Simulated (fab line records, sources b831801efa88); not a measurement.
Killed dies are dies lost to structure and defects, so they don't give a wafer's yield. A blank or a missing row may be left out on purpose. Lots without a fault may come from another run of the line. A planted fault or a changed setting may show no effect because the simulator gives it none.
fab line records | flow gf180mcu
record lots=13 wafers=39 last_day=34
route steps=602 shown NWELL@52 LVPWELL@64 VT_IMPLANT@108 POLY_GATE@167 SALICIDE@286
lots that met no fault: from a run of the same line without faults
start_h: hours from the record's first day to the start of the lot's first wafer shown | wait_h: hours since the lot's step before | " the same as in the row above | L1.1+2: a row that stands for several wafers | - no value, or no start given | * or withheld: withheld | < > ~ a bound
route shown NAME@n: a module of which the file shows steps, and the number in the route of the first | usual: mean/standard deviation of fault-free wafers | same: alike in all rows | chamber/n: place in a boat | sites: the reading at each site | _std_site: their standard deviation | _edge_site: outer sites' mean less inner sites' | radius_mm: how far each site lies from the wafer's centre | mask NAME#n: copy n | behind: the tool/chamber that last shaped the wafer | hold: why the lot was held/for how many hours/how that ended | device: the transistor (n, p or np) that didn't switch | end of line: the same wafers' tests at the end of the route | a step without rows: its recipe alone | killed: dies lost to structure and defects at the first sort, not the wafer's yield | map: a wafer's dies, x killed, . not, _ none there
set.NAME: the setting as run; set.NAME@STEP: as run at that earlier step | model.NAME: the simulator's own value behind a step, which no gauge read
steps of the route over a sample of lots; a table a step, a row a wafer
services: from which hour (start_h, from the record's first day; less than 0 if before it) a tool's chamber was out of use, for how many hours, and why
## steps
# step GF_NWELL_STRIP_10
# recipe chemistry=O2/N2 power_w=1400 pressure_mtorr=1500 platen_temp_c=250 o2_flow_sccm=3000 n2_flow_sccm=300 overash_fraction=0.5
# usual drypump_motor_current_A=5.6/0.37 heater_power_w=333/37 oes_product_au=0.722/0.0043 strip_time_to_endpoint_s=36.96/0.12
# columns lot.wafer tool chamber start_h wait_h drypump_motor_current_A heater_power_w oes_product_au rf_hours_counter_h strip_time_to_endpoint_s
L252.3 plasma_asher-01 1 55.49 0.1 5.4 332 0.722 - 36.69
L252.4 " 0 " " 5.5 349 0.717 - 36.89
L252.6 " 1 " " 5.4 334 0.723 - 36.79
L253.2 plasma_asher-04 1 61.36 0.1 5.3 292 0.724 41 37.07
L253.4 " 0 " " 5.4 287 0.719 - 37.20
L253.5 " 1 " " 5.3 293 0.725 - 37.04
L254.3 plasma_asher-04 1 65.74 0.1 5.3 286 0.720 - 36.96
L254.5 " 1 " " 5.3 293 0.717 - 36.98
L254.6 " 0 " " 5.4 289 0.726 - 36.93
L255.1 plasma_asher-04 0 71.28 0.1 5.4 293 0.956 42 -
L255.4 " 0 " " 5.4 284 0.954 - -
L255.5 " 1 " " 5.3 295 0.960 - -
L264.1 plasma_asher-02 0 121.11 0.1 6.4 393 0.721 44 36.85
L264.4 " 1 " " 5.6 329 0.723 - 36.98
L264.6 " 0 " " 6.4 398 0.723 - 36.93
L265.3 plasma_asher-01 1 128.36 0.1 5.4 323 0.717 - 36.92
L265.4 " 0 " " 5.6 349 0.731 - 36.99
L265.6 " 0 " " 5.5 350 0.726 - 36.98
L268.1 plasma_asher-02 1 143.56 0.1 5.6 320 0.723 47 36.93
L268.4 " 1 " " 5.6 320 0.717 - 36.85
L268.5 " 1 " " 5.6 327 0.733 - 36.81
L269.1 plasma_asher-02 1 147.96 0.1 5.6 318 0.727 48 36.93
L269.2 " 0 " " 6.4 395 0.724 48 37.04
L269.5 " 0 " " 6.4 398 0.723 - 36.92
L270.1 plasma_asher-01 0 153.35 0.1 5.5 344 0.724 36 36.96
L270.2 " 1 " " 5.4 335 0.734 36 36.98
L270.4 " 1 " " 5.4 326 0.724 - 36.97
L271.3 plasma_asher-04 1 160.74 0.1 5.3 285 0.723 - 36.86
L271.4 " 0 " " 5.4 277 0.724 - 36.85
L271.6 " 1 " " 5.3 284 0.728 - 36.84
L273.1 plasma_asher-01 0 169.70 0.1 5.6 355 0.716 38 36.88
L273.2 " 1 " " 5.4 334 0.717 38 36.95
L273.6 " 0 " " 5.6 352 0.717 - 36.97
L274.1 plasma_asher-04 0 177.68 0.1 5.4 286 0.725 7 36.84
L274.5 " 0 " " 5.4 281 0.719 - 36.95
L274.6 " 1 " " 5.3 296 0.725 - 37.09
L275.3 plasma_asher-04 0 181.86 0.1 5.4 283 0.719 - 36.74
L275.4 " 1 " " 5.3 297 0.726 - 36.82
L275.6 " 1 " " 5.3 287 0.731 - 36.84
# step GF_LVPWELL_STRIP_10
# recipe chemistry=O2/N2 power_w=1400 pressure_mtorr=1500 platen_temp_c=250 o2_flow_sccm=3000 n2_flow_sccm=300 overash_fraction=0.5
# usual drypump_motor_current_A=5.6/0.4 heater_power_w=326/34 oes_product_au=0.722/0.0046 strip_time_to_endpoint_s=36.97/0.1
# columns lot.wafer tool chamber start_h wait_h drypump_motor_current_A heater_power_w oes_product_au rf_hours_counter_h strip_time_to_endpoint_s
L252.3 plasma_asher-03 1 68.91 0.1 5.5 318 0.717 - 36.86
L252.4 " 0 " " 6.5 386 0.731 - 36.85
L252.6 " 1 " " 5.5 312 0.721 - 36.90
L253.2 plasma_asher-01 0 75.21 0.1 5.5 353 0.722 28 36.86
L253.4 " 0 " " 5.5 348 0.721 - 36.96
L253.5 " 0 " " 5.5 358 0.727 - 36.88
L254.3 plasma_asher-03 1 79.63 0.1 5.4 326 0.724 - 36.98
L254.5 " 0 " " 6.5 372 0.729 - 37.11
L254.6 " 1 " " 5.4 323 0.717 - 37.16
L255.1 plasma_asher-01 1 85.31 0.1 5.4 338 0.737 29 51.77
L255.4 " 0 " " 5.5 352 0.733 - 51.77
L255.5 " 0 " " 5.5 346 0.727 - 51.78
L264.1 plasma_asher-03 1 136.71 0.1 5.5 309 0.721 48 37.18
L264.4 " 0 " " 6.5 380 0.713 - 37.18
L264.6 " 1 " " 5.5 320 0.723 - 37.28
L265.3 plasma_asher-04 1 143.83 0.1 5.3 295 0.725 - 36.88
L265.4 " 0 " " 5.3 283 0.720 - 37.07
L265.6 " 0 " " 5.4 282 0.722 - 37.01
L268.1 plasma_asher-01 0 159.44 0.1 5.5 349 0.719 36 37.09
L268.4 " 0 " " 5.5 343 0.719 - 37.00
L268.5 " 1 " " 5.4 335 0.721 - 37.05
L269.1 plasma_asher-03 1 163.83 0.1 5.4 322 0.720 51 37.08
L269.2 " 0 " " 6.5 385 0.718 51 37.07
L269.5 " 0 " " 6.5 392 0.730 - 37.04
L270.1 plasma_asher-01 1 170.05 0.1 5.4 334 0.712 38 37.04
L270.2 " 0 " " 5.5 349 0.724 38 37.02
L270.4 " 0 " " 5.5 341 0.719 - 36.96
L271.3 plasma_asher-01 1 177.28 0.1 5.4 329 0.720 - 36.94
L271.4 " 0 " " 5.5 348 0.716 - 36.96
L271.6 " 0 " " 5.5 354 0.720 - 36.89
L273.1 plasma_asher-04 1 186.54 0.1 5.3 298 0.721 8 36.77
L273.2 " 0 " " 5.3 288 0.731 8 36.80
L273.6 " 1 " " 5.3 281 0.720 - 36.90
L274.1 plasma_asher-01 1 194.28 0.1 5.4 331 0.717 41 36.95
L274.5 " 1 " " 5.4 333 0.721 - 36.98
L274.6 " 0 " " 5.5 349 0.723 - 36.86
L275.3 plasma_asher-04 1 198.76 0.1 5.3 284 0.709 - 36.94
L275.4 " 0 " " 5.4 285 0.721 - 36.99
L275.6 " 0 " " 5.4 284 0.719 - 36.97
# step GF_LVPWELL_TW_MEAS_11
# usual LVPWELL_TW=553/4.5
# columns lot.wafer tool chamber start_h wait_h LVPWELL_TW
L252.3 film_metro-04 - 69.00 0.1 546
L252.4 " - " " 548
L252.6 " - " " 545
L253.2 film_metro-03 - 75.32 0.1 559
L253.4 " - " " 560
L253.5 " - " " 560
L254.3 film_metro-03 - 79.72 0.1 559
L254.5 " - " " 560
L254.6 " - " " 560
L255.1 film_metro-04 - 85.41 0.1 29
L255.4 " - " " 29
L255.5 " - " " 29
L264.1 film_metro-04 - 136.81 0.1 552
L264.4 " - " " 552
L264.6 " - " " 547
L265.3 film_metro-03 - 143.91 0.1 554
L265.4 " - " " 556
L265.6 " - " " 554
L268.1 film_metro-03 - 159.54 0.1 550
L268.4 " - " " 553
L268.5 " - " " 554
L269.1 film_metro-02 - 163.93 0.1 562
L269.2 " - " " 560
L269.5 " - " " 561
L270.1 film_metro-03 - 170.15 0.1 555
L270.2 " - " " 557
L270.4 " - " " 555
L271.3 film_metro-03 - 177.36 0.1 559
L271.4 " - " " 558
L271.6 " - " " 559
L273.1 film_metro-04 - 186.64 0.1 550
L273.2 " - " " 549
L273.6 " - " " 550
L274.1 film_metro-04 - 194.38 0.1 554
L274.5 " - " " 551
L274.6 " - " " 551
L275.3 film_metro-04 - 198.85 0.1 552
L275.4 " - " " 554
L275.6 " - " " 553
# step GF_VT_IMPLANT_OVL_MEAS_18
# usual VT_IMPLANT_01_OVL=0.7/1.8
# columns lot.wafer tool chamber start_h wait_h VT_IMPLANT_01_OVL[nm]
L252.3 overlay-02 - 125.08 0.1 0.1
L252.4 " - " " 0.0
L252.6 " - " " 2.2
L253.2 overlay-02 - 131.08 0.1 -0.5
L253.4 " - " " -1.1
L253.5 " - " " 0.1
L254.3 overlay-02 - 136.65 0.1 -2.4
L254.5 " - " " -2.0
L254.6 " - " " -2.8
L255.1 overlay-01 - 145.49 0.1 3.4
L255.4 " - " " 0.6
L255.5 " - " " 2.9
L264.1 overlay-02 - 202.19 0.1 0.9
L264.4 " - " " 1.1
L264.6 " - " " 1.5
L265.3 overlay-02 - 208.75 0.1 -2.0
L265.4 " - " " 1.4
L265.6 " - " " 0.0
L268.1 overlay-02 - 226.14 0.1 -2.2
L268.4 " - " " -2.3
L268.5 " - " " -1.8
L269.1 overlay-01 - 231.49 0.1 -0.3
L269.2 " - " " -0.1
L269.5 " - " " -0.2
L270.1 overlay-02 - 238.27 0.1 2.6
L270.2 " - " " 1.6
L270.4 " - " " 2.7
L271.3 overlay-02 - 245.93 0.1 -0.6
L271.4 " - " " -0.4
L271.6 " - " " 0.5
L273.1 overlay-01 - 257.07 0.1 0.7
L273.2 " - " " 1.6
L273.6 " - " " 0.4
L274.1 overlay-02 - 265.49 0.1 1.8
L274.5 " - " " 0.7
L274.6 " - " " 1.3
L275.3 overlay-02 - 270.20 0.1 1.7
L275.4 " - " " 0.1
L275.6 " - " " -0.2
# step GF_POLY_GATE_CD_MEAS_10
# recipe target_cd_nm=280
# usual cd_nm=279.7/1.1
# columns lot.wafer tool chamber start_h wait_h cd_nm
L252.3 cd_sem-01 - 196.34 0.1 280.0
L252.4 " - " " 279.7
L252.6 " - " " 279.6
L253.2 cd_sem-01 - 202.19 0.1 280.4
L253.4 " - " " 280.4
L253.5 " - " " 280.4
L254.3 cd_sem-01 - 209.51 0.1 279.9
L254.5 " - " " 278.9
L254.6 " - " " 279.2
L255.1 cd_sem-02 - 223.86 0.1 279.5
L255.4 " - " " 280.8
L255.5 " - " " 280.3
L264.1 cd_sem-01 - 280.29 0.1 279.5
L264.4 " - " " 278.8
L264.6 " - " " 279.3
L265.3 cd_sem-01 - 291.80 0.1 280.6
L265.4 " - " " 280.7
L265.6 " - " " 280.9
L268.1 cd_sem-02 - 308.02 0.1 280.6
L268.4 " - " " 281.3
L268.5 " - " " 279.9
L269.1 cd_sem-01 - 317.05 0.1 279.0
L269.2 " - " " 279.2
L269.5 " - " " 279.5
L270.1 cd_sem-01 - 322.57 0.1 279.3
L270.2 " - " " 280.6
L270.4 " - " " 279.7
L271.3 cd_sem-01 - 333.63 0.1 279.2
L271.4 " - " " 278.3
L271.6 " - " " 279.4
L273.1 cd_sem-01 - 344.39 0.1 277.7
L273.2 " - " " 278.0
L273.6 " - " " 279.3
L274.1 cd_sem-02 - 352.05 0.1 279.3
L274.5 " - " " 279.7
L274.6 " - " " 278.7
L275.3 cd_sem-01 - 361.76 0.1 278.2
L275.4 " - " " 279.0
L275.6 " - " " 278.7
# step GF_SALICIDE_RTA_08
# recipe temp_c=800 time_s=30 ambient=N2
# usual lamp_power_pct=21.2/1.7 wafer_temp_C_max=803.6/1
# columns lot.wafer tool chamber start_h wait_h lamp_power_pct wafer_temp_C_max
L252.3 rtp_anneal-02 0 343.71 0.1 19.2 805.6
L252.4 " 0 " " 19.2 804.2
L252.6 " 0 " " 19.2 804.2
L253.2 rtp_anneal-01 0 352.33 0.0 22.6 803.6
L253.4 " 0 " " 22.6 802.5
L253.5 " 0 " " 22.6 804.3
L254.3 rtp_anneal-01 0 354.15 0.0 22.6 803.3
L254.5 " 0 " " 22.6 802.9
L254.6 " 0 " " 22.6 802.6
L255.1 rtp_anneal-02 0 370.33 0.0 19.2 804.9
L255.4 " 0 " " 19.2 804.9
L255.5 " 0 " " 19.2 805.5
L264.1 rtp_anneal-01 0 448.33 0.0 22.6 802.3
L264.4 " 0 " " 22.6 802.1
L264.6 " 0 " " 22.6 802.7
L265.3 rtp_anneal-01 0 456.53 0.0 22.6 803.4
L265.4 " 0 " " 22.6 803.0
L265.6 " 0 " " 22.6 803.0
L268.1 rtp_anneal-02 0 474.12 0.0 19.2 804.0
L268.4 " 0 " " 19.2 803.6
L268.5 " 0 " " 19.2 805.2
L269.1 rtp_anneal-01 0 485.35 0.0 22.6 802.4
L269.2 " 0 " " 22.6 802.7
L269.5 " 0 " " 22.6 804.2
L270.1 rtp_anneal-01 0 490.05 0.0 22.6 802.0
L270.2 " 0 " " 22.6 802.8
L270.4 " 0 " " 22.6 803.2
L271.3 rtp_anneal-02 0 506.35 0.0 19.2 805.3
L271.4 " 0 " " 19.2 802.9
L271.6 " 0 " " 19.2 804.0
L273.1 rtp_anneal-01 0 516.21 0.0 22.6 803.5
L273.2 " 0 " " 22.6 802.9
L273.6 " 0 " " 22.6 805.0
L274.1 rtp_anneal-01 0 524.71 0.0 22.6 804.2
L274.5 " 0 " " 22.6 802.9
L274.6 " 0 " " 22.6 803.2
L275.3 rtp_anneal-01 0 533.92 0.0 22.6 802.3
L275.4 " 0 " " 22.6 802.4
L275.6 " 0 " " 22.6 802.5
## services
# columns tool chamber start_h hours kind
plasma_asher-03 - 61.93 1.7 repair
plasma_asher-01 - 95.61 1.9 repair
plasma_asher-01 - 95.69 0.6 repair
plasma_asher-04 - 108.75 9.0 pm
plasma_asher-04 0 108.75 9.0 vent_cycle
plasma_asher-04 1 108.75 9.0 vent_cycle
plasma_asher-04 0 117.75 - clean
plasma_asher-04 1 117.75 - clean
plasma_asher-03 - 124.87 4.0 repair
rtp_anneal-01 - 166.15 4.6 pm
plasma_asher-03 - 168.31 15.6 pm
plasma_asher-02 - 177.66 2.8 pm
plasma_asher-03 - 183.91 14.6 pm
plasma_asher-03 - 198.51 2.8 pm
plasma_asher-01 - 297.32 0.3 repair
rtp_anneal-02 - 376.88 6.6 pm
plasma_asher-03 - 416.59 3.8 repair
plasma_asher-02 - 421.25 9.0 pm
plasma_asher-02 0 421.25 9.0 vent_cycle
plasma_asher-02 1 421.25 9.0 vent_cycle
plasma_asher-02 0 430.25 - clean
plasma_asher-04 - 445.89 1.3 repair
plasma_asher-04 - 508.27 17.1 repair
plasma_asher-03 - 524.28 0.3 repair
## key
first_sign step=GF_NWELL_STRIP_10 reading=oes_product_au direction=up sigmas=54 usual=0.722 struck=0.957
effect step=GF_LVPWELL_STRIP_10 reading=strip_time_to_endpoint_s direction=up sigmas=99+ usual=* struck=*
effect step=GF_LVPWELL_TW_MEAS_11 reading=LVPWELL_TW direction=down sigmas=99+ usual=553 struck=29
met_at GF_NWELL_STRIP_10
struck_lots L255
sort_left_out L255.1,L255.4,L255.5
tester_left_out L255
not_acting_at GF_VT_IMPLANT_OVL_MEAS_18,GF_POLY_GATE_CD_MEAS_10,GF_SALICIDE_RTA_08
onset_between 65.74 71.28
fault kind=strip_aborted tool=plasma_asher-04 chamber=- onset_h=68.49 steps=GF_NWELL_STRIP_10 offset=0.59906 end_h=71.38
# tester_left_out: of these lots the tester's yield and bins aren't shown, on N5 and GAA mostly nor the transistor test; their killed dies are dies lost to structure and defects alone, not to doping, threshold or leakage, so they don't give the yield
# sort_left_out: the simulated sort isn't trusted on such a fault, so these wafers' sort isn't shown, and their yield isn't known
